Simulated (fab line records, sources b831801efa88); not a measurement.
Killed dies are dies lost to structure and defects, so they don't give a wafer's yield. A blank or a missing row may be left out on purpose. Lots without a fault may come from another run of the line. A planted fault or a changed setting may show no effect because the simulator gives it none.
A struck lot beside a sound one | flow sky130 | 15 steps out of a route of 708
Sound: wafers L927.1, L927.3, L927.5. Struck: wafers L941.1, L941.3, L941.4. The cause comes at the end.
At each step with rows: each side's tool, then ch and its chambers, then its first start. Under that, the readings that differ: sound wafers | struck wafers | difference of the means | sigmas: that difference in standard deviations of wafers without a fault.
alike: readings whose means differ by less than 2 such deviations, and words and numbers that are the same on both sides. not compared: withheld readings, readings that some wafer has no value for, bounds like >300 that may hide the same value, and numbers for which the record gives no deviation and whose values overlap.
The two part at a step that has a row with sigmas, a row that says differs or no value, or rows on one side only. Numbers that don't overlap but have no deviation are shown without sigmas and don't part them. A reading that every wafer of one side lacks parts them only if that side has two wafers or more.

SKY_LDD_HVN_OVL_MEAS_07:
  sound on overlay-02, day 21 10:14; struck on overlay-02, day 26 17:32
  alike: LDD_HVN_OVL
then, 1 step without rows for these wafers: SKY_LDD_HVN_IMPLANT_08.
SKY_LDD_HVN_STRIP_09: strips in O2/N2.
  sound on plasma_asher-01 ch 0, day 21 10:25; struck on plasma_asher-02 ch 0,1, day 26 17:44
  alike: drypump_motor_current_A, oes_product_au, strip_time_to_endpoint_s
  not compared: rf_hours_counter_h
SKY_LDD_HVN_TW_MEAS_10:
  sound on film_metro-03, day 21 10:31; struck on film_metro-02, day 26 17:50
  reading    | sound          | struck         | difference | sigmas
  LDD_HVN_TW | 1446 1440 1446 | 1477 1480 1482 | +36        | +3
then, 7 steps without rows for these wafers: SKY_LDD_HVP_DEHYDRATE_00 (time 60 s); SKY_LDD_HVP_HMDS_01 (prime time 60 s); SKY_LDD_HVP_COAT_02 (resist thk 300 nm); SKY_LDD_HVP_SOFTBAKE_03 (time 60 s); SKY_LDD_HVP_EXPOSE_04 (exposes mask HVPTM, target cd 700 nm); SKY_LDD_HVP_PEB_05; SKY_LDD_HVP_DEVELOP_06 (develop time 60 s).
SKY_LDD_HVP_OVL_MEAS_07:
  sound on overlay-02, day 22 17:29; struck on overlay-01, day 27 22:41
  alike: LDD_HVP_OVL
SKY_LDD_HVP_IMPLANT_08:
  sound on implanter-01 ch 0, day 22 17:32; struck on implanter-03 ch 0, day 27 22:43
  reading                   | sound                | struck               | difference | sigmas
  beam_energy_keV           | 20.002 20.000 19.994 | 21.102 21.120 21.117 | +1.114     | +99 or more
  model.implant.rp_nm (nm)  | 65.75 65.75 65.75    | 67.72 67.72 67.72    | +1.97      |
  model.implant.drp_nm (nm) | 28.53 28.53 28.53    | 29.82 29.82 29.82    | +1.29      |
SKY_LDD_HVP_STRIP_09: strips in O2/N2.
  sound on plasma_asher-02 ch 0,1, day 22 17:41; struck on plasma_asher-03 ch 0,1, day 27 22:52
  alike: drypump_motor_current_A, oes_product_au, strip_time_to_endpoint_s
  not compared: rf_hours_counter_h
then, 1 step without rows for these wafers: SKY_PAD_OPEN_PROBE_99.

WHERE THEY PART
First at SKY_LDD_HVN_TW_MEAS_10; last, within this record, at SKY_LDD_HVP_IMPLANT_08. Later steps at which nothing parts them and some readings are alike: SKY_LDD_HVP_STRIP_09.

WHY: what the simulator had put in
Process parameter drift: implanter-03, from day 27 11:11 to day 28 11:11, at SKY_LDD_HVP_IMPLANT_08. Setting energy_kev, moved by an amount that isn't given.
